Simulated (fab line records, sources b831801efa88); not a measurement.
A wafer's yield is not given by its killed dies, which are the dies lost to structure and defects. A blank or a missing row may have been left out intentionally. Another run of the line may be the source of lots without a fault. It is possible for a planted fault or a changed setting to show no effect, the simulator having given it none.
fab line records / flow gf180mcu
record lots=13 wafers=39 last-day=36
route steps=602 shown STI@15 SALICIDE@281 CONTACT@289
lots that met no fault: taken from a fault-free run of the same line
start-h: the number of hours between the record's first day and the start of the first shown wafer of the lot / wait-h: hours from the lot's prior step to this one / " same as the row above / L1.1+2: a row that stands for several wafers / - no value, or no start given / * or withheld: withheld / < > ~ a bound
route shown NAME@n: a module of which the file shows steps, and the number in the route of the first / usual: mean/standard deviation of fault-free wafers / same: alike in all rows / chamber/n: place in a boat / sites: readings site by site / _std_site: how widely they spread, as a standard deviation / _edge_site: mean of outer sites minus mean of inner sites / radius-mm: for every site, how far away it sits from the centre of the wafer / mask NAME#n: copy n / behind: the most recent tool/chamber to have shaped the wafer / hold: cause of the lot's hold/its duration in hours/its outcome / device: transistor that didn't switch, given as n, p or np / end of line: tests of these same wafers at the route's end / a step without rows: its recipe alone / killed: count of dies lost to structure and defects at first sort (not the wafer's yield) / map: per-die view of a wafer (x killed, . not killed, _ where there is no die)
set.NAME: setting as actually run; set.NAME@STEP: the setting as run at that earlier step / model.NAME: the simulator's own value behind a step, which no gauge read
the route's steps for a sample of lots (tables are steps, rows are wafers)
services: the hour from which a tool's chamber was out of use, counted from the record's first day as start-h (under 0 if before that day), plus the number of hours and why
## steps
# step GF_STI_ETCH_14
# recipe target=Si chemistry=HBr/Cl2/O2 target-depth-nm=360 icp-w=600 bias-w=150 pressure-mtorr=15 HBr_flow_sccm=150 Cl2_flow_sccm=40 O2_flow_sccm=6 time-s=102.9
# usual bias-w=150.0/0.42 drypump-motor-current-A=5.3/0.39 oes-product-au=0.995/0.011 run-length-s=131.0/0.45 throttle-valve-pct=25.661/0.012
lot.wafer=L585.2 tool=rie-si-01 chamber=1 start-h=26.97 wait-h=0.0 bias-w=149.5 drypump-motor-current-A=5.2 oes-product-au=1.002 rf-hours-counter-h=41 run-length-s=131.2 throttle-valve-pct=25.669
lot.wafer=L585.5 tool=rie-si-01 chamber=0 start-h=26.97 wait-h=0.0 bias-w=150.2 drypump-motor-current-A=5.2 oes-product-au=1.005 rf-hours-counter-h=- run-length-s=131.4 throttle-valve-pct=25.648
lot.wafer=L585.6 tool=rie-si-01 chamber=1 start-h=26.97 wait-h=0.0 bias-w=149.1 drypump-motor-current-A=5.2 oes-product-au=1.004 rf-hours-counter-h=- run-length-s=131.0 throttle-valve-pct=25.647
lot.wafer=L586.3 tool=rie-si-01 chamber=0 start-h=33.55 wait-h=0.0 bias-w=149.5 drypump-motor-current-A=5.2 oes-product-au=1.009 rf-hours-counter-h=96 run-length-s=131.1 throttle-valve-pct=25.655
lot.wafer=L586.5 tool=rie-si-01 chamber=1 start-h=33.55 wait-h=0.0 bias-w=149.9 drypump-motor-current-A=5.2 oes-product-au=0.999 rf-hours-counter-h=- run-length-s=131.0 throttle-valve-pct=25.642
lot.wafer=L586.6 tool=rie-si-01 chamber=0 start-h=33.55 wait-h=0.0 bias-w=149.9 drypump-motor-current-A=5.2 oes-product-au=0.999 rf-hours-counter-h=- run-length-s=131.4 throttle-valve-pct=25.668
lot.wafer=L587.1 tool=rie-si-01 chamber=1 start-h=37.22 wait-h=0.0 bias-w=149.4 drypump-motor-current-A=5.2 oes-product-au=0.997 rf-hours-counter-h=41 run-length-s=130.8 throttle-valve-pct=25.660
lot.wafer=L587.4 tool=rie-si-01 chamber=3 start-h=37.22 wait-h=0.0 bias-w=149.4 drypump-motor-current-A=5.3 oes-product-au=1.001 rf-hours-counter-h=3 run-length-s=131.1 throttle-valve-pct=25.669
lot.wafer=L587.6 tool=rie-si-01 chamber=1 start-h=37.22 wait-h=0.0 bias-w=149.5 drypump-motor-current-A=5.2 oes-product-au=0.992 rf-hours-counter-h=- run-length-s=131.1 throttle-valve-pct=25.684
lot.wafer=L588.1 tool=rie-si-02 chamber=0 start-h=42.02 wait-h=0.0 bias-w=150.2 drypump-motor-current-A=4.8 oes-product-au=1.006 rf-hours-counter-h=38 run-length-s=131.9 throttle-valve-pct=25.661
lot.wafer=L588.3 tool=rie-si-02 chamber=1 start-h=42.02 wait-h=0.0 bias-w=150.4 drypump-motor-current-A=6.1 oes-product-au=1.013 rf-hours-counter-h=78 run-length-s=130.5 throttle-valve-pct=25.653
lot.wafer=L588.5 tool=rie-si-02 chamber=1 start-h=42.02 wait-h=0.0 bias-w=150.0 drypump-motor-current-A=6.1 oes-product-au=1.006 rf-hours-counter-h=- run-length-s=130.3 throttle-valve-pct=25.663
lot.wafer=L590.1 tool=rie-si-01 chamber=0 start-h=52.02 wait-h=0.0 bias-w=150.5 drypump-motor-current-A=5.2 oes-product-au=0.990 rf-hours-counter-h=96 run-length-s=130.9 throttle-valve-pct=25.670
lot.wafer=L590.2 tool=rie-si-01 chamber=2 start-h=52.02 wait-h=0.0 bias-w=149.6 drypump-motor-current-A=4.8 oes-product-au=0.973 rf-hours-counter-h=117 run-length-s=131.4 throttle-valve-pct=25.669
lot.wafer=L590.6 tool=rie-si-01 chamber=3 start-h=52.02 wait-h=0.0 bias-w=150.4 drypump-motor-current-A=5.3 oes-product-au=0.996 rf-hours-counter-h=- run-length-s=131.1 throttle-valve-pct=25.664
lot.wafer=L597.1 tool=rie-si-01 chamber=1 start-h=88.89 wait-h=0.0 bias-w=150.1 drypump-motor-current-A=5.2 oes-product-au=0.993 rf-hours-counter-h=41 run-length-s=130.7 throttle-valve-pct=25.669
lot.wafer=L597.5 tool=rie-si-01 chamber=0 start-h=88.89 wait-h=0.0 bias-w=149.8 drypump-motor-current-A=5.2 oes-product-au=0.995 rf-hours-counter-h=- run-length-s=135.4 throttle-valve-pct=25.661
lot.wafer=L597.6 tool=rie-si-01 chamber=3 start-h=88.89 wait-h=0.0 bias-w=150.3 drypump-motor-current-A=5.3 oes-product-au=0.996 rf-hours-counter-h=- run-length-s=130.8 throttle-valve-pct=25.674
lot.wafer=L599.2 tool=rie-si-02 chamber=1 start-h=99.97 wait-h=0.0 bias-w=150.7 drypump-motor-current-A=6.2 oes-product-au=0.996 rf-hours-counter-h=78 run-length-s=130.0 throttle-valve-pct=25.665
lot.wafer=L599.3 tool=rie-si-02 chamber=2 start-h=99.97 wait-h=0.0 bias-w=150.1 drypump-motor-current-A=5.3 oes-product-au=0.978 rf-hours-counter-h=4 run-length-s=131.0 throttle-valve-pct=25.666
lot.wafer=L599.5 tool=rie-si-02 chamber=0 start-h=99.97 wait-h=0.0 bias-w=149.6 drypump-motor-current-A=4.9 oes-product-au=1.000 rf-hours-counter-h=- run-length-s=131.3 throttle-valve-pct=25.645
lot.wafer=L600.2 tool=rie-si-02 chamber=2 start-h=104.62 wait-h=0.0 bias-w=150.2 drypump-motor-current-A=5.3 oes-product-au=0.971 rf-hours-counter-h=4 run-length-s=131.7 throttle-valve-pct=25.676
lot.wafer=L600.4 tool=rie-si-02 chamber=0 start-h=104.62 wait-h=0.0 bias-w=150.0 drypump-motor-current-A=4.9 oes-product-au=0.997 rf-hours-counter-h=38 run-length-s=131.4 throttle-valve-pct=25.664
lot.wafer=L600.6 tool=rie-si-02 chamber=1 start-h=104.62 wait-h=0.0 bias-w=150.7 drypump-motor-current-A=6.1 oes-product-au=0.993 rf-hours-counter-h=- run-length-s=130.3 throttle-valve-pct=25.656
lot.wafer=L601.3 tool=rie-si-02 chamber=3 start-h=108.84 wait-h=0.0 bias-w=149.8 drypump-motor-current-A=5.3 oes-product-au=1.005 rf-hours-counter-h=61 run-length-s=130.7 throttle-valve-pct=25.649
lot.wafer=L601.5 tool=rie-si-02 chamber=0 start-h=108.84 wait-h=0.0 bias-w=150.0 drypump-motor-current-A=4.8 oes-product-au=0.986 rf-hours-counter-h=- run-length-s=131.6 throttle-valve-pct=25.663
lot.wafer=L601.6 tool=rie-si-02 chamber=3 start-h=108.84 wait-h=0.0 bias-w=150.3 drypump-motor-current-A=5.3 oes-product-au=1.013 rf-hours-counter-h=- run-length-s=130.5 throttle-valve-pct=25.650
lot.wafer=L602.1 tool=rie-si-02 chamber=3 start-h=115.02 wait-h=0.0 bias-w=149.7 drypump-motor-current-A=5.3 oes-product-au=1.005 rf-hours-counter-h=61 run-length-s=130.4 throttle-valve-pct=25.638
lot.wafer=L602.3 tool=rie-si-02 chamber=1 start-h=115.02 wait-h=0.0 bias-w=149.3 drypump-motor-current-A=6.1 oes-product-au=0.999 rf-hours-counter-h=78 run-length-s=130.2 throttle-valve-pct=25.668
lot.wafer=L602.4 tool=rie-si-02 chamber=2 start-h=115.02 wait-h=0.0 bias-w=150.0 drypump-motor-current-A=5.3 oes-product-au=0.976 rf-hours-counter-h=4 run-length-s=131.4 throttle-valve-pct=25.662
lot.wafer=L606.1 tool=rie-si-02 chamber=2 start-h=135.62 wait-h=0.0 bias-w=149.8 drypump-motor-current-A=5.3 oes-product-au=0.972 rf-hours-counter-h=4 run-length-s=131.3 throttle-valve-pct=25.673
lot.wafer=L606.3 tool=rie-si-02 chamber=3 start-h=135.62 wait-h=0.0 bias-w=150.2 drypump-motor-current-A=5.3 oes-product-au=1.006 rf-hours-counter-h=61 run-length-s=130.3 throttle-valve-pct=25.654
lot.wafer=L606.4 tool=rie-si-02 chamber=0 start-h=135.62 wait-h=0.0 bias-w=150.3 drypump-motor-current-A=4.9 oes-product-au=0.999 rf-hours-counter-h=39 run-length-s=131.7 throttle-valve-pct=25.688
lot.wafer=L607.1 tool=rie-si-02 chamber=3 start-h=140.52 wait-h=0.0 bias-w=149.8 drypump-motor-current-A=5.3 oes-product-au=0.999 rf-hours-counter-h=61 run-length-s=130.5 throttle-valve-pct=25.642
lot.wafer=L607.4 tool=rie-si-02 chamber=0 start-h=140.52 wait-h=0.0 bias-w=150.0 drypump-motor-current-A=4.8 oes-product-au=1.001 rf-hours-counter-h=39 run-length-s=131.5 throttle-valve-pct=25.668
lot.wafer=L607.6 tool=rie-si-02 chamber=3 start-h=140.52 wait-h=0.0 bias-w=150.2 drypump-motor-current-A=5.3 oes-product-au=1.010 rf-hours-counter-h=- run-length-s=130.9 throttle-valve-pct=25.648
lot.wafer=L608.3 tool=rie-si-02 chamber=1 start-h=145.89 wait-h=0.0 bias-w=149.5 drypump-motor-current-A=6.1 oes-product-au=1.000 rf-hours-counter-h=79 run-length-s=130.2 throttle-valve-pct=25.648
lot.wafer=L608.4 tool=rie-si-02 chamber=3 start-h=145.89 wait-h=0.0 bias-w=150.3 drypump-motor-current-A=5.3 oes-product-au=1.001 rf-hours-counter-h=61 run-length-s=130.8 throttle-valve-pct=25.658
lot.wafer=L608.5 tool=rie-si-02 chamber=2 start-h=145.89 wait-h=0.0 bias-w=150.0 drypump-motor-current-A=5.3 oes-product-au=0.982 rf-hours-counter-h=- run-length-s=131.1 throttle-valve-pct=25.653
# step GF_SALICIDE_SPUTTER_03
# recipe material=TiN target-thk-nm=20 power-w=6500 time-s=16.7 chamber-pressure-pa=0.4
# usual throttle-valve-pct=30.1/1.1
lot.wafer=L585.2 tool=pvd-sputter-02 chamber=- start-h=382.43 wait-h=0.0 throttle-valve-pct=27.5
lot.wafer=L585.5 tool=pvd-sputter-02 chamber=- start-h=382.43 wait-h=0.0 throttle-valve-pct=27.7
lot.wafer=L585.6 tool=pvd-sputter-02 chamber=- start-h=382.43 wait-h=0.0 throttle-valve-pct=32.1
lot.wafer=L586.3 tool=pvd-sputter-03 chamber=- start-h=394.71 wait-h=0.0 throttle-valve-pct=30.7
lot.wafer=L586.5 tool=pvd-sputter-03 chamber=- start-h=394.71 wait-h=0.0 throttle-valve-pct=29.8
lot.wafer=L586.6 tool=pvd-sputter-03 chamber=- start-h=394.71 wait-h=0.0 throttle-valve-pct=29.1
lot.wafer=L587.1 tool=pvd-sputter-04 chamber=- start-h=401.59 wait-h=0.0 throttle-valve-pct=30.2
lot.wafer=L587.4 tool=pvd-sputter-04 chamber=- start-h=401.59 wait-h=0.0 throttle-valve-pct=30.1
lot.wafer=L587.6 tool=pvd-sputter-04 chamber=- start-h=401.59 wait-h=0.0 throttle-valve-pct=30.5
lot.wafer=L588.1 tool=pvd-sputter-02 chamber=- start-h=411.19 wait-h=0.0 throttle-valve-pct=29.5
lot.wafer=L588.3 tool=pvd-sputter-02 chamber=- start-h=411.19 wait-h=0.0 throttle-valve-pct=27.7
lot.wafer=L588.5 tool=pvd-sputter-02 chamber=- start-h=411.19 wait-h=0.0 throttle-valve-pct=29.3
lot.wafer=L590.1 tool=pvd-sputter-03 chamber=- start-h=427.10 wait-h=0.0 throttle-valve-pct=29.6
lot.wafer=L590.2 tool=pvd-sputter-03 chamber=- start-h=427.10 wait-h=0.0 throttle-valve-pct=30.9
lot.wafer=L590.6 tool=pvd-sputter-03 chamber=- start-h=427.10 wait-h=0.0 throttle-valve-pct=28.8
lot.wafer=L597.1 tool=pvd-sputter-03 chamber=- start-h=483.61 wait-h=0.0 throttle-valve-pct=30.6
lot.wafer=L597.5 tool=pvd-sputter-03 chamber=- start-h=483.61 wait-h=0.0 throttle-valve-pct=28.8
lot.wafer=L597.6 tool=pvd-sputter-03 chamber=- start-h=483.61 wait-h=0.0 throttle-valve-pct=29.6
lot.wafer=L599.2 tool=pvd-sputter-02 chamber=- start-h=504.35 wait-h=0.0 throttle-valve-pct=30.9
lot.wafer=L599.3 tool=pvd-sputter-02 chamber=- start-h=504.35 wait-h=0.0 throttle-valve-pct=29.6
lot.wafer=L599.5 tool=pvd-sputter-02 chamber=- start-h=504.35 wait-h=0.0 throttle-valve-pct=29.7
lot.wafer=L600.2 tool=pvd-sputter-02 chamber=- start-h=510.32 wait-h=0.0 throttle-valve-pct=32.0
lot.wafer=L600.4 tool=pvd-sputter-02 chamber=- start-h=510.32 wait-h=0.0 throttle-valve-pct=29.4
lot.wafer=L600.6 tool=pvd-sputter-02 chamber=- start-h=510.32 wait-h=0.0 throttle-valve-pct=31.2
lot.wafer=L601.3 tool=pvd-sputter-04 chamber=- start-h=515.94 wait-h=0.0 throttle-valve-pct=30.2
lot.wafer=L601.5 tool=pvd-sputter-04 chamber=- start-h=515.94 wait-h=0.0 throttle-valve-pct=30.0
lot.wafer=L601.6 tool=pvd-sputter-04 chamber=- start-h=515.94 wait-h=0.0 throttle-valve-pct=30.7
lot.wafer=L602.1 tool=pvd-sputter-03 chamber=- start-h=528.42 wait-h=0.0 throttle-valve-pct=29.6
lot.wafer=L602.3 tool=pvd-sputter-03 chamber=- start-h=528.42 wait-h=0.0 throttle-valve-pct=30.9
lot.wafer=L602.4 tool=pvd-sputter-03 chamber=- start-h=528.42 wait-h=0.0 throttle-valve-pct=30.6
lot.wafer=L606.1 tool=pvd-sputter-03 chamber=- start-h=553.19 wait-h=0.0 throttle-valve-pct=30.9
lot.wafer=L606.3 tool=pvd-sputter-03 chamber=- start-h=553.19 wait-h=0.0 throttle-valve-pct=29.8
lot.wafer=L606.4 tool=pvd-sputter-03 chamber=- start-h=553.19 wait-h=0.0 throttle-valve-pct=30.8
lot.wafer=L607.1 tool=pvd-sputter-03 chamber=- start-h=561.42 wait-h=0.0 throttle-valve-pct=28.7
lot.wafer=L607.4 tool=pvd-sputter-03 chamber=- start-h=561.42 wait-h=0.0 throttle-valve-pct=30.9
lot.wafer=L607.6 tool=pvd-sputter-03 chamber=- start-h=561.42 wait-h=0.0 throttle-valve-pct=29.6
lot.wafer=L608.3 tool=pvd-sputter-03 chamber=- start-h=566.65 wait-h=0.0 throttle-valve-pct=28.8
lot.wafer=L608.4 tool=pvd-sputter-03 chamber=- start-h=566.65 wait-h=0.0 throttle-valve-pct=30.7
lot.wafer=L608.5 tool=pvd-sputter-03 chamber=- start-h=566.65 wait-h=0.0 throttle-valve-pct=29.0
# step GF_CONTACT_CVD_02
# recipe material=SiO2 target-thk-nm=860 precursor=TEOS temp-c=400 time-s=95.992 rf-w=600
# usual heater-power-outer-w=352/52 heater-power-w=631/74
lot.wafer=L585.2 tool=pecvd-04 chamber=2 start-h=383.05 wait-h=0.0 heater-power-outer-w=477 heater-power-w=808
lot.wafer=L585.5 tool=pecvd-04 chamber=2 start-h=383.05 wait-h=0.0 heater-power-outer-w=357 heater-power-w=645
lot.wafer=L585.6 tool=pecvd-04 chamber=1 start-h=383.05 wait-h=0.0 heater-power-outer-w=417 heater-power-w=722
lot.wafer=L586.3 tool=pecvd-01 chamber=1 start-h=395.31 wait-h=0.0 heater-power-outer-w=262 heater-power-w=505
lot.wafer=L586.5 tool=pecvd-01 chamber=1 start-h=395.31 wait-h=0.0 heater-power-outer-w=303 heater-power-w=559
lot.wafer=L586.6 tool=pecvd-01 chamber=2 start-h=395.31 wait-h=0.0 heater-power-outer-w=348 heater-power-w=675
lot.wafer=L587.1 tool=pecvd-01 chamber=1 start-h=402.21 wait-h=0.1 heater-power-outer-w=334 heater-power-w=610
lot.wafer=L587.4 tool=pecvd-01 chamber=2 start-h=402.21 wait-h=0.1 heater-power-outer-w=393 heater-power-w=733
lot.wafer=L587.6 tool=pecvd-01 chamber=1 start-h=402.21 wait-h=0.1 heater-power-outer-w=240 heater-power-w=482
lot.wafer=L588.1 tool=pecvd-03 chamber=1 start-h=411.79 wait-h=0.1 heater-power-outer-w=327 heater-power-w=622
lot.wafer=L588.3 tool=pecvd-03 chamber=1 start-h=411.79 wait-h=0.1 heater-power-outer-w=356 heater-power-w=676
lot.wafer=L588.5 tool=pecvd-03 chamber=1 start-h=411.79 wait-h=0.1 heater-power-outer-w=390 heater-power-w=699
lot.wafer=L590.1 tool=pecvd-01 chamber=0 start-h=427.70 wait-h=0.1 heater-power-outer-w=315 heater-power-w=571
lot.wafer=L590.2 tool=pecvd-01 chamber=2 start-h=427.70 wait-h=0.1 heater-power-outer-w=358 heater-power-w=663
lot.wafer=L590.6 tool=pecvd-01 chamber=0 start-h=427.70 wait-h=0.1 heater-power-outer-w=382 heater-power-w=664
lot.wafer=L597.1 tool=pecvd-01 chamber=1 start-h=484.21 wait-h=0.1 heater-power-outer-w=327 heater-power-w=578
lot.wafer=L597.5 tool=pecvd-01 chamber=2 start-h=484.21 wait-h=0.1 heater-power-outer-w=304 heater-power-w=594
lot.wafer=L597.6 tool=pecvd-01 chamber=0 start-h=484.21 wait-h=0.1 heater-power-outer-w=282 heater-power-w=534
lot.wafer=L599.2 tool=pecvd-04 chamber=0 start-h=504.96 wait-h=0.0 heater-power-outer-w=323 heater-power-w=552
lot.wafer=L599.3 tool=pecvd-04 chamber=1 start-h=504.96 wait-h=0.0 heater-power-outer-w=381 heater-power-w=696
lot.wafer=L599.5 tool=pecvd-04 chamber=2 start-h=504.96 wait-h=0.0 heater-power-outer-w=420 heater-power-w=728
lot.wafer=L600.2 tool=pecvd-01 chamber=0 start-h=510.92 wait-h=0.0 heater-power-outer-w=284 heater-power-w=527
lot.wafer=L600.4 tool=pecvd-01 chamber=1 start-h=510.92 wait-h=0.0 heater-power-outer-w=340 heater-power-w=608
lot.wafer=L600.6 tool=pecvd-01 chamber=0 start-h=510.92 wait-h=0.0 heater-power-outer-w=336 heater-power-w=608
lot.wafer=L601.3 tool=pecvd-04 chamber=0 start-h=516.54 wait-h=0.0 heater-power-outer-w=372 heater-power-w=628
lot.wafer=L601.5 tool=pecvd-04 chamber=0 start-h=516.54 wait-h=0.0 heater-power-outer-w=404 heater-power-w=686
lot.wafer=L601.6 tool=pecvd-04 chamber=1 start-h=516.54 wait-h=0.0 heater-power-outer-w=402 heater-power-w=689
lot.wafer=L602.1 tool=pecvd-01 chamber=1 start-h=529.03 wait-h=0.1 heater-power-outer-w=292 heater-power-w=554
lot.wafer=L602.3 tool=pecvd-01 chamber=2 start-h=529.03 wait-h=0.1 heater-power-outer-w=407 heater-power-w=719
lot.wafer=L602.4 tool=pecvd-01 chamber=1 start-h=529.03 wait-h=0.1 heater-power-outer-w=322 heater-power-w=593
lot.wafer=L606.1 tool=pecvd-01 chamber=1 start-h=553.79 wait-h=0.1 heater-power-outer-w=330 heater-power-w=609
lot.wafer=L606.3 tool=pecvd-01 chamber=2 start-h=553.79 wait-h=0.1 heater-power-outer-w=306 heater-power-w=602
lot.wafer=L606.4 tool=pecvd-01 chamber=2 start-h=553.79 wait-h=0.1 heater-power-outer-w=352 heater-power-w=661
lot.wafer=L607.1 tool=pecvd-04 chamber=2 start-h=562.02 wait-h=0.1 heater-power-outer-w=365 heater-power-w=648
lot.wafer=L607.4 tool=pecvd-04 chamber=2 start-h=562.02 wait-h=0.1 heater-power-outer-w=407 heater-power-w=718
lot.wafer=L607.6 tool=pecvd-04 chamber=0 start-h=562.02 wait-h=0.1 heater-power-outer-w=420 heater-power-w=697
lot.wafer=L608.3 tool=pecvd-01 chamber=0 start-h=567.25 wait-h=0.0 heater-power-outer-w=302 heater-power-w=551
lot.wafer=L608.4 tool=pecvd-01 chamber=2 start-h=567.25 wait-h=0.0 heater-power-outer-w=294 heater-power-w=582
lot.wafer=L608.5 tool=pecvd-01 chamber=0 start-h=567.25 wait-h=0.0 heater-power-outer-w=347 heater-power-w=583
# step GF_CONTACT_SPUTTER_22
# recipe material=Ti target-thk-nm=15 chamber-pressure-pa=5 power-w=2500 substrate-temp-c=200 time-s=80.02
# usual throttle-valve-pct=29.8/1.2
lot.wafer=L585.2 tool=pvd-sputter-01 chamber=- start-h=407.64 wait-h=0.0 throttle-valve-pct=28.4
lot.wafer=L585.5 tool=pvd-sputter-01 chamber=- start-h=407.64 wait-h=0.0 throttle-valve-pct=29.2
lot.wafer=L585.6 tool=pvd-sputter-01 chamber=- start-h=407.64 wait-h=0.0 throttle-valve-pct=30.1
lot.wafer=L586.3 tool=pvd-sputter-01 chamber=- start-h=420.74 wait-h=0.0 throttle-valve-pct=29.1
lot.wafer=L586.5 tool=pvd-sputter-01 chamber=- start-h=420.74 wait-h=0.0 throttle-valve-pct=29.1
lot.wafer=L586.6 tool=pvd-sputter-01 chamber=- start-h=420.74 wait-h=0.0 throttle-valve-pct=29.3
lot.wafer=L587.1 tool=pvd-sputter-01 chamber=- start-h=427.34 wait-h=0.0 throttle-valve-pct=30.4
lot.wafer=L587.4 tool=pvd-sputter-01 chamber=- start-h=427.34 wait-h=0.0 throttle-valve-pct=29.5
lot.wafer=L587.6 tool=pvd-sputter-01 chamber=- start-h=427.34 wait-h=0.0 throttle-valve-pct=29.2
lot.wafer=L588.1 tool=pvd-sputter-02 chamber=- start-h=436.88 wait-h=0.0 throttle-valve-pct=31.2
lot.wafer=L588.3 tool=pvd-sputter-02 chamber=- start-h=436.88 wait-h=0.0 throttle-valve-pct=27.7
lot.wafer=L588.5 tool=pvd-sputter-02 chamber=- start-h=436.88 wait-h=0.0 throttle-valve-pct=31.1
lot.wafer=L590.1 tool=pvd-sputter-01 chamber=- start-h=454.28 wait-h=0.0 throttle-valve-pct=29.2
lot.wafer=L590.2 tool=pvd-sputter-01 chamber=- start-h=454.28 wait-h=0.0 throttle-valve-pct=28.6
lot.wafer=L590.6 tool=pvd-sputter-01 chamber=- start-h=454.28 wait-h=0.0 throttle-valve-pct=28.5
lot.wafer=L597.1 tool=pvd-sputter-01 chamber=- start-h=510.52 wait-h=0.0 throttle-valve-pct=30.5
lot.wafer=L597.5 tool=pvd-sputter-01 chamber=- start-h=510.52 wait-h=0.0 throttle-valve-pct=29.1
lot.wafer=L597.6 tool=pvd-sputter-01 chamber=- start-h=510.52 wait-h=0.0 throttle-valve-pct=30.5
lot.wafer=L599.2 tool=pvd-sputter-03 chamber=- start-h=529.98 wait-h=0.0 throttle-valve-pct=31.1
lot.wafer=L599.3 tool=pvd-sputter-03 chamber=- start-h=529.98 wait-h=0.0 throttle-valve-pct=30.6
lot.wafer=L599.5 tool=pvd-sputter-03 chamber=- start-h=529.98 wait-h=0.0 throttle-valve-pct=30.7
lot.wafer=L600.2 tool=pvd-sputter-01 chamber=- start-h=535.33 wait-h=0.0 throttle-valve-pct=28.5
lot.wafer=L600.4 tool=pvd-sputter-01 chamber=- start-h=535.33 wait-h=0.0 throttle-valve-pct=29.4
lot.wafer=L600.6 tool=pvd-sputter-01 chamber=- start-h=535.33 wait-h=0.0 throttle-valve-pct=29.5
lot.wafer=L601.3 tool=pvd-sputter-03 chamber=- start-h=541.55 wait-h=0.0 throttle-valve-pct=28.5
lot.wafer=L601.5 tool=pvd-sputter-03 chamber=- start-h=541.55 wait-h=0.0 throttle-valve-pct=30.1
lot.wafer=L601.6 tool=pvd-sputter-03 chamber=- start-h=541.55 wait-h=0.0 throttle-valve-pct=28.6
lot.wafer=L602.1 tool=pvd-sputter-02 chamber=- start-h=554.42 wait-h=0.0 throttle-valve-pct=29.5
lot.wafer=L602.3 tool=pvd-sputter-02 chamber=- start-h=554.42 wait-h=0.0 throttle-valve-pct=27.7
lot.wafer=L602.4 tool=pvd-sputter-02 chamber=- start-h=554.42 wait-h=0.0 throttle-valve-pct=31.6
lot.wafer=L606.1 tool=pvd-sputter-01 chamber=- start-h=577.63 wait-h=0.0 throttle-valve-pct=30.1
lot.wafer=L606.3 tool=pvd-sputter-01 chamber=- start-h=577.63 wait-h=0.0 throttle-valve-pct=28.4
lot.wafer=L606.4 tool=pvd-sputter-01 chamber=- start-h=577.63 wait-h=0.0 throttle-valve-pct=29.4
lot.wafer=L607.1 tool=pvd-sputter-03 chamber=- start-h=586.47 wait-h=0.0 throttle-valve-pct=29.9
lot.wafer=L607.4 tool=pvd-sputter-03 chamber=- start-h=586.47 wait-h=0.0 throttle-valve-pct=30.6
lot.wafer=L607.6 tool=pvd-sputter-03 chamber=- start-h=586.47 wait-h=0.0 throttle-valve-pct=29.9
lot.wafer=L608.3 tool=pvd-sputter-03 chamber=- start-h=591.33 wait-h=0.0 throttle-valve-pct=28.9
lot.wafer=L608.4 tool=pvd-sputter-03 chamber=- start-h=591.33 wait-h=0.0 throttle-valve-pct=30.6
lot.wafer=L608.5 tool=pvd-sputter-03 chamber=- start-h=591.33 wait-h=0.0 throttle-valve-pct=30.8
## services
tool=rie-si-02 chamber=- start-h=19.01 hours=2.8 kind=pm
tool=rie-si-02 chamber=0 start-h=25.66 hours=8.4 kind=repair
tool=pvd-sputter-03 chamber=- start-h=45.16 hours=1.1 kind=repair
tool=pecvd-01 chamber=- start-h=55.42 hours=2.8 kind=pm
tool=rie-si-02 chamber=2 start-h=91.32 hours=1.9 kind=repair
tool=pecvd-01 chamber=- start-h=142.36 hours=0.8 kind=repair
tool=rie-si-02 chamber=- start-h=159.22 hours=4.2 kind=repair
tool=pecvd-01 chamber=- start-h=160.62 hours=14.0 kind=pm
tool=pecvd-01 chamber=0 start-h=170.74 hours=5.3 kind=repair
tool=pecvd-01 chamber=0 start-h=201.82 hours=10.2 kind=repair
tool=rie-si-02 chamber=0 start-h=223.71 hours=3.2 kind=repair
tool=rie-si-02 chamber=- start-h=228.99 hours=0.3 kind=repair
tool=pvd-sputter-03 chamber=- start-h=244.98 hours=1.8 kind=repair
tool=pvd-sputter-03 chamber=- start-h=253.70 hours=0.6 kind=repair
tool=pecvd-01 chamber=- start-h=269.22 hours=2.0 kind=repair
tool=pecvd-01 chamber=1 start-h=273.18 hours=16.1 kind=repair
tool=pecvd-01 chamber=2 start-h=278.40 hours=6.4 kind=repair
tool=rie-si-02 chamber=3 start-h=283.26 hours=13.8 kind=repair
tool=rie-si-02 chamber=0 start-h=337.26 hours=4.9 kind=repair
tool=pvd-sputter-03 chamber=- start-h=356.54 hours=2.6 kind=repair
tool=rie-si-02 chamber=0 start-h=380.09 hours=2.7 kind=repair
tool=pecvd-01 chamber=1 start-h=419.44 hours=11.7 kind=repair
tool=pecvd-01 chamber=- start-h=429.78 hours=6.0 kind=pm
tool=pvd-sputter-03 chamber=- start-h=451.92 hours=1.3 kind=repair
## key
first-sign step=GF_STI_ETCH_14 reading=run-length-s direction=up sigmas=9.7 usual=* struck=*
effect none on later readings
met-at GF_STI_ETCH_14
struck-lots L597
struck-wafers L597.5
tester-left-out L597
not-acting-at GF_SALICIDE_SPUTTER_03,GF_CONTACT_CVD_02,GF_CONTACT_SPUTTER_22
onset-between 52.02 88.89
fault kind=process-parameter-drift tool=rie-si-01 chamber=0 onset-h=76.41 steps=GF_STI_ETCH_14 channel=time-s offset=* shape=step end-h=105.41 acts-in=* stated=*
# tester-left-out: of these lots the tester's yield and bins aren't shown, on N5 and GAA mostly nor the transistor test; their killed dies are dies lost to structure and defects alone, not to doping, threshold or leakage, so they don't give the yield
